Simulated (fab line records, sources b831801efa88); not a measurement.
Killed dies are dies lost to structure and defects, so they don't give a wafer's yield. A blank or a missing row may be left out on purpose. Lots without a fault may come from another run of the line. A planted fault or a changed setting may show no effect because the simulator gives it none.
fab line records | flow sky130 | part 2 of 2: steps 30 to 40 of 40
record lots=5 wafers=15 last_day=49
route steps=708 shown FIELD_ISO@30 NWELL@32 DNWELL@35 PWDE@45
lots that met no fault: from a run of the same line without faults
start_h: hours from the record's first day to the start of the lot's first wafer shown | wait_h: hours since the lot's step before | " the same as in the row above | L1.1+2: a row that stands for several wafers | - no value, or no start given | * or withheld: withheld | < > ~ a bound
route shown NAME@n: a module of which the file shows steps, and the number in the route of the first | usual: mean/standard deviation of fault-free wafers | same: alike in all rows | chamber/n: place in a boat | sites: the reading at each site | _std_site: their standard deviation | _edge_site: outer sites' mean less inner sites' | radius_mm: how far each site lies from the wafer's centre | mask NAME#n: copy n | behind: the tool/chamber that last shaped the wafer | hold: why the lot was held/for how many hours/how that ended | device: the transistor (n, p or np) that didn't switch | end of line: the same wafers' tests at the end of the route | a step without rows: its recipe alone | killed: dies lost to structure and defects at the first sort, not the wafer's yield | map: a wafer's dies, x killed, . not, _ none there
set.NAME: the setting as run; set.NAME@STEP: as run at that earlier step | model.NAME: the simulator's own value behind a step, which no gauge read
lots at some steps of the route; a table a step, a row a wafer
services: from which hour (start_h, from the record's first day; less than 0 if before it) a tool's chamber was out of use, for how many hours, and why
## steps
# step SKY_NWELL_SOFTBAKE_06
# recipe temp_c=110 time_s=withheld
# usual chill_plate_temp_C=23.00/0.1
# columns lot.wafer tool chamber start_h wait_h chill_plate_temp_C
L074.1 litho_track-04 0 79.47 0.1 22.94
L074.2 " 0 " " 23.03
L074.4 " 0 " " 22.77
L077.2 litho_track-02 0 92.78 0.1 22.79
L077.3 " 0 " " 22.91
L077.5 " 0 " " 22.75
L086.3 litho_track-03 0 146.40 0.1 22.96
L086.4 " 0 " " 23.00
L086.5 " 0 " " 22.94
L090.4 litho_track-02 0 169.39 0.1 23.15
L090.5 " 0 " " 23.03
L090.6 " 0 " " 22.87
L092.1 litho_track-03 0 180.34 0.1 23.12
L092.2 " 0 " " 23.08
L092.6 " 0 " " 23.07
# step SKY_NWELL_EXPOSE_07
# recipe mask_id=NWM na=0.6 source_shape=conventional sigma_outer=0.6 polarization=unpolarized target_cd_nm=840 dose_mj=260.1
# columns lot.wafer tool chamber start_h wait_h mask
L074.1+2+4 iline_stepper-01 0 - - NWM#0
L077.2+3+5 iline_stepper-02 0 - - NWM#0
L086.3+4+5 iline_stepper-01 0 - - NWM#0
L090.4+5+6 iline_stepper-02 0 - - NWM#0
L092.1+2+6 iline_stepper-01 0 - - NWM#0
# step SKY_NWELL_PEB_08
# recipe temp_c=115 time_s=withheld
# usual chill_plate_temp_C=23.00/0.097
# columns lot.wafer tool chamber start_h wait_h chill_plate_temp_C
L074.1 litho_track-02 0 - - 23.08
L074.2 " 0 " " 23.05
L074.4 " 0 " " 23.01
L077.2 litho_track-03 0 - - 22.95
L077.3 " 0 " " 22.78
L077.5 " 0 " " 22.92
L086.3 litho_track-02 0 - - 22.90
L086.4 " 0 " " 22.89
L086.5 " 0 " " 22.92
L090.4 litho_track-03 0 - - 22.98
L090.5 " 0 " " 23.02
L090.6 " 0 " " 23.17
L092.1 litho_track-04 0 - - 22.97
L092.2 " 0 " " 23.08
L092.6 " 0 " " 22.97
# step SKY_NWELL_DEVELOP_09
# recipe wall_angle_deg=90 developer=TMAH develop_time_s=60 dev_temp_c=23
# usual chill_plate_temp_C=22.97/0.11
# columns lot.wafer tool chamber start_h wait_h chill_plate_temp_C
L074.1 litho_track-02 0 - - 23.04
L074.2 " 0 " " 22.95
L074.4 " 0 " " 22.95
L077.2 litho_track-03 0 - - 23.20
L077.3 " 0 " " 22.91
L077.5 " 0 " " 22.99
L086.3 litho_track-02 0 - - 22.94
L086.4 " 0 " " 23.00
L086.5 " 0 " " 22.88
L090.4 litho_track-03 0 - - 23.11
L090.5 " 0 " " 22.97
L090.6 " 0 " " 22.80
L092.1 litho_track-04 0 - - 23.08
L092.2 " 0 " " 23.11
L092.6 " 0 " " 23.19
# step SKY_NWELL_OVL_MEAS_10
# usual NWELL_00_OVL=0.0/1.4
# columns lot.wafer tool chamber start_h wait_h NWELL_00_OVL[nm]
L074.1 overlay-01 - 88.54 - -3.6
L074.2 " - " " 1.7
L074.4 " - " " -1.1
L077.2 overlay-02 - 101.24 - -2.1
L077.3 " - " " 0.5
L077.5 " - " " -1.8
L086.3 overlay-01 - 156.41 - 1.0
L086.4 " - " " 0.5
L086.5 " - " " 5.2
L090.4 overlay-01 - 179.90 - 0.4
L090.5 " - " " 0.4
L090.6 " - " " 0.8
L092.1 overlay-02 - 191.07 - -1.6
L092.2 " - " " 0.1
L092.6 " - " " -1.8
# step SKY_NWELL_IMPLANT_11
# recipe species=P energy_kev=400 dose_cm2=1.9e+13 tilt_deg=withheld
# columns lot.wafer tool chamber start_h wait_h
L074.1+2+4 implanter-01 0 88.58 0.0
L077.2+3+5 implanter-02 0 101.30 0.0
L086.3+4+5 implanter-04 0 156.50 0.1
L090.4+5+6 implanter-04 0 180.00 0.1
L092.1+2+6 implanter-02 0 191.11 0.0
# step SKY_NWELL_IMPLANT_12
# recipe species=P energy_kev=120 dose_cm2=1.3e+12 tilt_deg=withheld
# columns lot.wafer tool chamber start_h wait_h
L074.1+2+4 implanter-01 0 88.73 0.1
L077.2+3+5 implanter-02 0 101.45 0.1
L086.3+4+5 implanter-04 0 156.65 0.1
L090.4+5+6 implanter-04 0 180.15 0.1
L092.1+2+6 implanter-02 0 191.26 0.1
# step SKY_NWELL_IMPLANT_13
# recipe species=P energy_kev=50 dose_cm2=7e+11 tilt_deg=withheld
# columns lot.wafer tool chamber start_h wait_h
L074.1+2+4 implanter-01 0 88.88 0.1
L077.2+3+5 implanter-02 0 101.60 0.1
L086.3+4+5 implanter-04 0 156.80 0.1
L090.4+5+6 implanter-04 0 180.30 0.1
L092.1+2+6 implanter-02 0 191.41 0.1
# step SKY_NWELL_STRIP_14
# recipe chemistry=O2/N2 power_w=1400 pressure_mtorr=1500 platen_temp_c=withheld o2_flow_sccm=3000 n2_flow_sccm=300 overash_fraction=0.5
# usual drypump_motor_current_A=5.7/0.45 oes_product_au=0.723/0.0044 strip_time_to_endpoint_s=36.93/0.12
# columns lot.wafer tool chamber start_h wait_h drypump_motor_current_A oes_product_au rf_hours_counter_h strip_time_to_endpoint_s
L074.1 plasma_asher-01 0 89.03 0.1 5.7 0.722 38 36.80
L074.2 " 1 " " 5.9 0.721 38 36.83
L074.4 " 1 " " 5.9 0.721 - 36.86
L077.2 plasma_asher-04 1 101.72 0.1 5.4 0.718 30 36.93
L077.3 " 1 " " 5.4 0.722 - 36.84
L077.5 " 1 " " 5.4 0.720 - 36.91
L086.3 plasma_asher-01 1 156.93 0.1 5.9 0.724 - 36.78
L086.4 " 0 " " 5.8 0.718 - 36.84
L086.5 " 0 " " 5.7 0.723 - 36.77
L090.4 plasma_asher-03 1 180.41 0.1 6.4 0.724 - 37.04
L090.5 " 1 " " 6.4 0.728 - 36.93
L090.6 " 0 " " 6.1 0.723 - 37.06
L092.1 plasma_asher-04 1 191.56 0.1 5.4 0.715 40 36.75
L092.2 " 0 " " 5.0 0.722 40 36.89
L092.6 " 0 " " 5.0 0.725 - 36.92
# step SKY_NWELL_TW_MEAS_15
# usual NWELL_TW=1806/19
# columns lot.wafer tool chamber start_h wait_h NWELL_TW
L074.1 film_metro-02 - 89.13 0.1 1789
L074.2 " - " " 1796
L074.4 " - " " 1800
L077.2 film_metro-04 - 101.83 0.1 1840
L077.3 " - " " 1834
L077.5 " - " " 1827
L086.3 film_metro-04 - 157.02 0.1 1820
L086.4 " - " " 1824
L086.5 " - " " 1816
L090.4 film_metro-02 - 180.50 0.1 1793
L090.5 " - " " 1792
L090.6 " - " " 1790
L092.1 film_metro-02 - 191.66 0.1 1786
L092.2 " - " " 1799
L092.6 " - " " 1789
# step SKY_NWELL_DEHYDRATE_16
# recipe temp_c=200 time_s=60
# usual chill_plate_temp_C=22.99/0.12
# same time_s=60
# columns lot.wafer tool chamber start_h wait_h chill_plate_temp_C
L074.1 litho_track-03 0 96.89 7.7 23.08
L074.2 " 0 " " 22.93
L074.4 " 0 " " 22.93
L077.2 litho_track-02 0 110.22 8.4 22.95
L077.3 " 0 " " 23.10
L077.5 " 0 " " 22.77
L086.3 litho_track-03 0 166.84 9.8 22.91
L086.4 " 0 " " 23.02
L086.5 " 0 " " 23.01
L090.4 litho_track-02 0 190.32 9.8 22.99
L090.5 " 0 " " 23.18
L090.6 " 0 " " 23.17
L092.1 litho_track-03 0 201.49 9.8 22.78
L092.2 " 0 " " 22.85
L092.6 " 0 " " 22.88
## services
# columns tool chamber start_h hours kind
implanter-04 - 42.50 35.4 pm
plasma_asher-01 - 43.17 3.7 repair
implanter-03 - 47.26 11.9 repair
implanter-01 - 49.24 3.4 repair
implanter-02 - 50.54 4.6 repair
implanter-02 - 58.25 5.3 repair
furnace-01 - 58.85 3.7 pm
iline_stepper-01 - 69.62 1.7 pm
plasma_asher-04 - 74.60 2.3 repair
furnace-02 - 85.44 4.1 pm
iline_stepper-01 - 88.10 15.8 repair
plasma_asher-01 - 108.75 9.0 pm
implanter-04 - 109.16 4.5 pm
implanter-01 - 126.24 103.9 pm
iline_stepper-01 - 136.92 2.1 pm
furnace-02 - 144.52 4.1 pm
implanter-02 - 149.04 1.9 repair
plasma_asher-02 - 153.01 2.8 pm
implanter-02 - 155.78 9.3 repair
plasma_asher-02 - 166.44 1.6 repair
iline_stepper-01 - 184.89 11.3 repair
implanter-04 - 184.97 1.8 pm
plasma_asher-04 - 193.66 5.1 repair
iline_stepper-02 - 196.21 1.7 pm
